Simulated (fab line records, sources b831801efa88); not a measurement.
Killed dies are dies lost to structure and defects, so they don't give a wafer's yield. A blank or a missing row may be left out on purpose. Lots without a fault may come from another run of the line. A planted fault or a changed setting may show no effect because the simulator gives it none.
fab line records | flow gf180mcu | part 2 of 2: steps 26 to 35 of 35
record lots=5 wafers=15 last_day=33
route steps=602 shown HV_LDD@199
lots that met no fault: from a run of the same line without faults
start_h: hours from the record's first day to the start of the lot's first wafer shown | wait_h: hours since the lot's step before | " the same as in the row above | L1.1+2: a row that stands for several wafers | - no value, or no start given | * or withheld: withheld | < > ~ a bound
route shown NAME@n: a module of which the file shows steps, and the number in the route of the first | usual: mean/standard deviation of fault-free wafers | same: alike in all rows | chamber/n: place in a boat | sites: the reading at each site | _std_site: their standard deviation | _edge_site: outer sites' mean less inner sites' | radius_mm: how far each site lies from the wafer's centre | mask NAME#n: copy n | behind: the tool/chamber that last shaped the wafer | hold: why the lot was held/for how many hours/how that ended | device: the transistor (n, p or np) that didn't switch | end of line: the same wafers' tests at the end of the route | a step without rows: its recipe alone | killed: dies lost to structure and defects at the first sort, not the wafer's yield | map: a wafer's dies, x killed, . not, _ none there
set.NAME: the setting as run; set.NAME@STEP: as run at that earlier step | model.NAME: the simulator's own value behind a step, which no gauge read
lots at some steps of the route; a table a step, a row a wafer
services: from which hour (start_h, from the record's first day; less than 0 if before it) a tool's chamber was out of use, for how many hours, and why
## steps
# step GF_HV_LDD_IMPLANT_48
# recipe species=B energy_kev=25 dose_cm2=3e+13 tilt_deg=7
# usual beam_on_s=9.99/0.19
# same implant_ion_amu=11
# columns lot.wafer tool chamber start_h wait_h beam_on_s
L075.3 implanter-03 0 280.39 0.1 9.90
L075.5 " 0 " " 9.84
L075.6 " 0 " " 9.98
L079.4 implanter-02 0 323.42 0.1 10.01
L079.5 " 0 " " 9.88
L079.6 " 0 " " 10.22
L091.1 implanter-02 0 400.35 0.0 9.86
L091.2 " 0 " " 10.08
L091.3 " 0 " " 10.06
L094.2 implanter-03 0 422.63 0.0 9.76
L094.3 " 0 " " 10.00
L094.4 " 0 " " 10.12
L096.2 implanter-02 0 442.51 0.0 9.88
L096.5 " 0 " " 10.14
L096.6 " 0 " " 9.91
# step GF_HV_LDD_STRIP_49
# recipe chemistry=O2/N2 power_w=1400 pressure_mtorr=1500 platen_temp_c=250 o2_flow_sccm=3000 n2_flow_sccm=300 overash_fraction=0.5
# usual chamber_pressure_mTorr=1500.0/1.4 drypump_motor_current_A=5.91/0.12 heater_power_w=340/37 oes_product_au=0.716/0.0048 strip_time_to_endpoint_s=12.62/0.042
# columns lot.wafer tool chamber start_h wait_h chamber_pressure_mTorr drypump_motor_current_A heater_power_w oes_product_au rf_hours_counter_h strip_time_to_endpoint_s
L075.3 plasma_asher-01 1 280.53 0.1 1500.3 5.77 336 0.716 - 12.68
L075.5 " 0 " " 1502.6 5.73 343 0.725 - 12.66
L075.6 " 1 " " 1500.5 5.77 338 0.720 - 12.68
L079.4 plasma_asher-01 0 323.52 0.1 1502.2 5.76 348 0.719 - 12.61
L079.5 " 0 " " 1500.3 5.75 350 0.717 - 12.61
L079.6 " 1 " " 1502.1 5.75 337 0.720 - 12.60
L091.1 plasma_asher-02 1 400.50 0.1 1498.4 5.87 285 0.719 76 12.59
L091.2 " 0 " " 1497.5 5.97 388 0.716 76 12.59
L091.3 " 0 " " 1499.0 5.98 392 0.717 - 12.56
L094.2 plasma_asher-01 1 422.75 0.1 1502.2 5.79 341 0.713 31 12.70
L094.3 " 0 " " 1498.3 5.74 355 0.722 - 12.63
L094.4 " 1 " " 1501.0 5.72 337 0.718 - 12.65
L096.2 plasma_asher-03 1 442.64 0.1 1499.8 5.83 352 0.720 67 12.67
L096.5 " 1 " " 1500.2 5.81 350 0.712 - 12.62
L096.6 " 0 " " 1498.6 6.12 332 0.715 - 12.69
# step GF_HV_LDD_TW_MEAS_50
# usual HV_LDD_4_TW=562.1/2.9
# columns lot.wafer tool chamber start_h wait_h HV_LDD_4_TW
L075.3 film_metro-03 - 280.61 0.1 559.7
L075.5 " - " " 561.2
L075.6 " - " " 561.1
L079.4 film_metro-01 - 323.62 0.1 564.4
L079.5 " - " " 562.6
L079.6 " - " " 559.0
L091.1 film_metro-01 - 400.60 0.1 562.5
L091.2 " - " " 561.1
L091.3 " - " " 563.8
L094.2 film_metro-02 - 422.86 0.1 561.6
L094.3 " - " " 558.9
L094.4 " - " " 559.4
L096.2 film_metro-02 - 442.75 0.1 559.9
L096.5 " - " " 559.6
L096.6 " - " " 559.0
# step GF_HV_LDD_CLEAN_51
# recipe chemistry=SC1/SC2 mix=1:4:20 temp_c=70 time_s=150 dry=n2_spin
# columns lot.wafer tool chamber start_h wait_h
L075.3+5+6 wet_bench-03 3 280.65 0.0
L079.4+5+6 wet_bench-04 0 323.65 0.0
L091.1+2+3 wet_bench-03 1 400.66 0.1
L094.2+3+4 wet_bench-03 2 422.91 0.0
L096.2+5+6 wet_bench-04 1 442.80 0.0
# step GF_HV_LDD_RTA_52
# recipe temp_c=1000 time_s=10 ambient=N2
# usual lamp_power_pct=25.9/1.4 wafer_temp_C_max=1006.1/1.3
# columns lot.wafer tool chamber start_h wait_h lamp_power_pct wafer_temp_C_max
L075.3 rtp_anneal-01 0 280.72 0.0 27.1 1005.3
L075.5 " 0 " " 27.1 1005.7
L075.6 " 0 " " 27.1 1006.3
L079.4 rtp_anneal-02 0 323.73 0.0 24.3 1006.6
L079.5 " 0 " " 24.3 1007.5
L079.6 " 0 " " 24.3 1008.0
L091.1 rtp_anneal-01 0 400.72 0.0 27.1 1005.5
L091.2 " 0 " " 27.1 1005.1
L091.3 " 0 " " 27.1 1004.2
L094.2 rtp_anneal-02 0 422.98 0.0 24.3 1007.1
L094.3 " 0 " " 24.3 1006.7
L094.4 " 0 " " 24.3 1005.7
L096.2 rtp_anneal-02 0 442.86 0.0 24.3 1007.0
L096.5 " 0 " " 24.3 1006.8
L096.6 " 0 " " 24.2 1009.1
# step GF_HV_LDD_RS_MEAS_53
# recipe thk_meas_gauge=four-point-probe
# usual HV_LDD_RS=418.4/1.2
# columns lot.wafer tool chamber start_h wait_h HV_LDD_RS[ohm/sq]
L075.3 film_metro-02 - 280.81 0.1 419.7
L075.5 " - " " 419.4
L075.6 " - " " 417.8
L079.4 film_metro-03 - 323.83 0.1 421.3
L079.5 " - " " 421.1
L079.6 " - " " 419.9
L091.1 film_metro-03 - 400.78 0.1 418.4
L091.2 " - " " 418.4
L091.3 " - " " 418.6
L094.2 film_metro-03 - 423.06 0.1 417.3
L094.3 " - " " 415.3
L094.4 " - " " 417.2
L096.2 film_metro-01 - 442.94 0.1 418.1
L096.5 " - " " 418.7
L096.6 " - " " 417.1
# step GF_HV_LDD_CVD_54
# recipe material=SiO2 target_thk_nm=10 precursor=TEOS temp_c=680 time_s=75 pressure_mtorr=400
# usual zone_power_bottom_pct=15.6/1.6 zone_power_lower_pct=9.9/1.3
# columns lot.wafer tool chamber start_h wait_h zone_power_bottom_pct zone_power_lower_pct
L075.3 lpcvd-01 1 280.89 0.1 13.8 9.3
L075.5 " 1 " " 14.1 9.5
L075.6 " 1 " " 13.8 9.4
L079.4 lpcvd-01 0 323.89 0.0 15.8 8.5
L079.5 " 0 " " 16.0 8.7
L079.6 " 0 " " 15.7 8.5
L091.1 lpcvd-02 0 400.90 0.1 18.1 12.0
L091.2 " 0 " " 17.8 12.0
L091.3 " 0 " " 18.0 12.0
L094.2 lpcvd-01 1 423.28 0.2 14.1 9.5
L094.3 " 1 " " 14.0 9.5
L094.4 " 1 " " 14.0 9.5
L096.2 lpcvd-02 0 443.04 0.1 17.8 12.3
L096.5 " 0 " " 18.0 12.1
L096.6 " 0 " " 18.1 12.0
# step GF_HV_LDD_THK_MEAS_55
# recipe reads=SiO2_of_HV_LDD_CVD_54
# usual HV_LDD_CVD_54_THK=9.96/0.13
# columns lot.wafer tool chamber start_h wait_h HV_LDD_CVD_54_THK[nm]
L075.3 film_metro-01 - 281.93 0.0 10.07
L075.5 " - " " 9.84
L075.6 " - " " 10.01
L079.4 film_metro-03 - 324.94 0.0 9.78
L079.5 " - " " 10.02
L079.6 " - " " 9.96
L091.1 film_metro-01 - 401.92 0.0 9.96
L091.2 " - " " 9.95
L091.3 " - " " 10.04
L094.2 film_metro-02 - 424.31 0.0 9.86
L094.3 " - " " 9.80
L094.4 " - " " 9.78
L096.2 film_metro-02 - 444.07 0.0 9.85
L096.5 " - " " 9.90
L096.6 " - " " 9.80
# step GF_HV_LDD_CVD_56
# recipe material=Si3N4 precursor=DCS/NH3 target_thk_nm=90 temp_c=770 time_s=1543 pressure_mtorr=250
# usual zone_power_bottom_pct=20.2/1.9 zone_power_lower_pct=12.5/1.7
# columns lot.wafer tool chamber start_h wait_h zone_power_bottom_pct zone_power_lower_pct
L075.3 lpcvd-02 1 282.87 0.9 18.7 12.5
L075.5 " 1 " " 18.6 12.7
L075.6 " 1 " " 19.0 12.5
L079.4 lpcvd-01 0 324.97 0.0 20.1 10.7
L079.5 " 0 " " 20.4 10.7
L079.6 " 0 " " 19.6 10.9
L091.1 lpcvd-02 0 401.98 0.1 23.0 15.2
L091.2 " 0 " " 23.4 15.7
L091.3 " 0 " " 23.6 15.4
L094.2 lpcvd-02 1 424.99 0.7 18.8 12.5
L094.3 " 1 " " 18.8 12.4
L094.4 " 1 " " 18.9 12.4
L096.2 lpcvd-01 0 444.12 0.0 20.3 11.1
L096.5 " 0 " " 20.3 10.7
L096.6 " 0 " " 20.2 10.8
# step GF_HV_LDD_THK_MEAS_57
# recipe reads=Si3N4_of_HV_LDD_CVD_56
# usual HV_LDD_CVD_56_THK=89.7/0.91
# columns lot.wafer tool chamber start_h wait_h HV_LDD_CVD_56_THK[nm]
L075.3 film_metro-02 - 285.03 0.0 89.9
L075.5 " - " " 89.7
L075.6 " - " " 89.9
L079.4 film_metro-03 - 326.43 0.0 90.2
L079.5 " - " " 91.1
L079.6 " - " " 90.0
L091.1 film_metro-01 - 403.41 0.0 90.4
L091.2 " - " " 89.4
L091.3 " - " " 89.8
L094.2 film_metro-03 - 426.43 0.0 89.6
L094.3 " - " " 89.4
L094.4 " - " " 89.5
L096.2 film_metro-01 - 445.56 0.0 90.3
L096.5 " - " " 91.5
L096.6 " - " " 91.1
## services
# columns tool chamber start_h hours kind
implanter-04 - 239.04 1.6 repair
lpcvd-02 - 248.18 1.2 repair
wet_bench-03 - 249.82 7.0 repair
plasma_asher-02 - 265.43 1.2 repair
implanter-02 - 276.49 5.4 pm
iline_stepper-01 0 308.29 - calibration
iline_stepper-01 - 315.46 1.7 pm
implanter-03 - 317.23 2.5 repair
iline_stepper-02 - 326.01 2.1 pm
iline_stepper-02 - 328.09 - consumable_replace:lamp
implanter-04 - 341.18 2.9 pm
lpcvd-02 - 349.75 0.7 repair
iline_stepper-01 - 350.36 11.5 repair
implanter-04 - 362.96 3.5 repair
iline_stepper-01 - 364.42 8.9 pm
wet_bench-03 - 372.52 2.0 repair
iline_stepper-02 - 375.37 1.7 pm
iline_stepper-02 0 385.49 - calibration
rtp_anneal-01 - 389.81 4.5 pm
plasma_asher-01 - 404.73 14.6 pm
iline_stepper-01 - 406.36 7.3 repair
implanter-02 - 407.80 2.3 repair
implanter-02 - 422.91 3.8 repair
implanter-03 - 433.72 9.7 repair
